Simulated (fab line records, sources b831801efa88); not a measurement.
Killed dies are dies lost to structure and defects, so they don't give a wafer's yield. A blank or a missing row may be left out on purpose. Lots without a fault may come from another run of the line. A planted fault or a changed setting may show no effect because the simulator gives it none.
A struck lot beside a sound one | flow sky130 | 22 steps out of a route of 708
Sound: wafers L426.1, L426.2, L426.3. Struck: wafer L433.3. (L433.1 of the same lot was not struck and is left out.) The cause comes at the end.
At each step with rows: each side's tool, then ch and its chambers, then its first start. Under that, the readings that differ: sound wafers | struck wafers | difference of the means | sigmas: that difference in standard deviations of wafers without a fault.
alike: readings whose means differ by less than 2 such deviations, and words and numbers that are the same on both sides. not compared: withheld readings, readings that some wafer has no value for, bounds like >300 that may hide the same value, and numbers for which the record gives no deviation and whose values overlap.
The two part at a step that has a row with sigmas, a row that says differs or no value, or rows on one side only. Numbers that don't overlap but have no deviation are shown without sigmas and don't part them. A reading that every wafer of one side lacks parts them only if that side has two wafers or more.

first, 2 steps without rows for these wafers: SKY_RES_PROTECT_DEVELOP_06 (develop time 60 s); SKY_POLY_GATE_IMPLANT_02.
SKY_RES_PROTECT_STRIP_07: strips in O2/N2.
  sound on plasma_asher-02 ch 0,1, day 15 02:47; struck on plasma_asher-02 ch 0, day 17 22:35
  alike: drypump_motor_current_A, n2_flow_sccm, oes_product_au, strip_time_to_endpoint_s
  not compared: rf_hours_counter_h
SKY_RES_PROTECT_TW_MEAS_08:
  sound on film_metro-04, day 15 02:53; struck on film_metro-04, day 17 22:41
  alike: POLY_GATE_TW
then, 2 steps without rows for these wafers: SKY_RES_PROTECT_CLEAN_09 (cleans in SC1/SC2, time 150 s); SKY_POLY_GATE_CVD_03 (deposits Si3N4 from DCS/NH3, target thk 75 nm, time 1290 s).
SKY_POLY_GATE_THK_MEAS_04:
  sound on film_metro-04, day 15 05:16; struck on film_metro-03, day 18 01:50
  alike: POLY_GATE_CVD_03_THK
then, 5 steps without rows for these wafers: SKY_POLY_GATE_DEHYDRATE_05 (time 60 s); SKY_POLY_GATE_HMDS_06 (prime time 60 s); SKY_POLY_GATE_COAT_07 (resist thk 110 nm); SKY_POLY_GATE_COAT_08 (resist thk 450 nm); SKY_POLY_GATE_SOFTBAKE_09 (time 90 s).
SKY_POLY_GATE_EXPOSE_10: exposes mask P1M, target cd 150 nm.
  sound on krf_scanner-01 ch 0, day 15 19:25; struck on krf_scanner-01 ch 0, day 18 17:16
  reading               | sound                | struck | difference | sigmas
  stage_vel_mm_s (mm/s) | 499.61 499.60 499.43 | 500.52 | +0.97      | +4
  alike: mask, exposure_dose_mJ_cm2, reticle_temp_C
then, 2 steps without rows for these wafers: SKY_POLY_GATE_PEB_11; SKY_POLY_GATE_DEVELOP_12 (develop time 60 s).
SKY_POLY_GATE_CD_MEAS_13: target cd 150 nm.
  sound on cd_sem-02, day 16 09:17; struck on cd_sem-01, day 19 08:01
  reading    | sound             | struck | difference | sigmas
  cd_nm (nm) | 151.1 151.7 151.2 | 121.3  | -30.0      | -23
SKY_POLY_GATE_OVL_MEAS_14:
  sound on overlay-02, day 16 09:24; struck on overlay-01, day 19 08:08
  alike: POLY_GATE_OVL
SKY_POLY_GATE_ETCH_15: etches BARC in N2/H2, stops on SiO2, time 118.5 s, target depth 110 nm.
  sound on rie_diel-01 ch 0,2,3, day 16 09:26; struck on rie_diel-02 ch 2, day 19 08:11
  reading                    | sound             | struck | difference | sigmas
  model.POLY_GATE.cd_nm (nm) | 151.4 152.8 152.3 | 122.3  | -29.9      |
  alike: drypump_motor_current_A, n2_flow_sccm, oes_product_au, throttle_valve_pct
  not compared: rf_hours_counter_h
SKY_POLY_GATE_ETCH_16: etches Si3N4 in CH3F/O2, stops on poly-Si, time 147.5 s, target depth 75 nm.
  sound on rie_diel-01 ch 0,2,3, day 16 09:31; struck on rie_diel-02 ch 2, day 19 08:16
  alike: O2_flow_sccm, drypump_motor_current_A, oes_product_au, throttle_valve_pct
  not compared: rf_hours_counter_h
SKY_POLY_GATE_ETCH_17: etches poly-Si in HBr/Cl2, stops on SiO2, target depth 180 nm, time 70.5 s.
  sound on rie_si-02 ch 0,1,2, day 16 09:37; struck on rie_si-01 ch 2, day 19 08:22
  reading                    | sound             | struck | difference | sigmas
  rf_hours_counter_h (h)     | 26 59 7           | 6      | -25        |
  model.POLY_GATE.cd_nm (nm) | 151.7 152.4 151.4 | 122.4  | -29.4      |
  alike: HBr_flow_sccm, drypump_motor_current_A, oes_product_au, throttle_valve_pct
SKY_POLY_GATE_STRIP_18: strips in O2/N2.
  sound on plasma_asher-03 ch 0,1, day 16 09:41; struck on plasma_asher-04 ch 1, day 19 08:25
  reading               | sound             | struck | difference | sigmas
  oes_product_au (a.u.) | 0.369 0.368 0.361 | 0.355  | -0.011     | -2
  alike: drypump_motor_current_A, n2_flow_sccm, strip_time_to_endpoint_s
  not compared: rf_hours_counter_h
-- the record jumps here: 29 days lie between the struck wafers' starts before and after (it left off in module POLY_GATE and takes up again in module PAD_OPEN, whose first step shown is number 708 of the route) --
SKY_PAD_OPEN_PROBE_99:
  sound on prober-02, day 45 21:56; struck on prober-02, day 47 23:59
  reading             | sound     | struck | difference | sigmas
  killed_at_M0_to_M3  | 55 53 52  | 37     | -16        | -2
  killed_at_front_end | 19 19 19  | 290    | +271       | +56
  killed_dies         | 101 94 89 | 361    | +266       | +27
  killed_on_rim       | 22 13 18  | 91     | +73        | +18
  alike: killed_at_M4_up, killed_at_contacts, killed_at_other, killed_open, killed_short

WHERE THEY PART
First at SKY_POLY_GATE_EXPOSE_10; last, within this record, at SKY_PAD_OPEN_PROBE_99.

WHY: what the simulator had put in
Process parameter drift: krf_scanner-01, from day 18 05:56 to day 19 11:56, at SKY_POLY_GATE_EXPOSE_10. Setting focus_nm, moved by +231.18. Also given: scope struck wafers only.
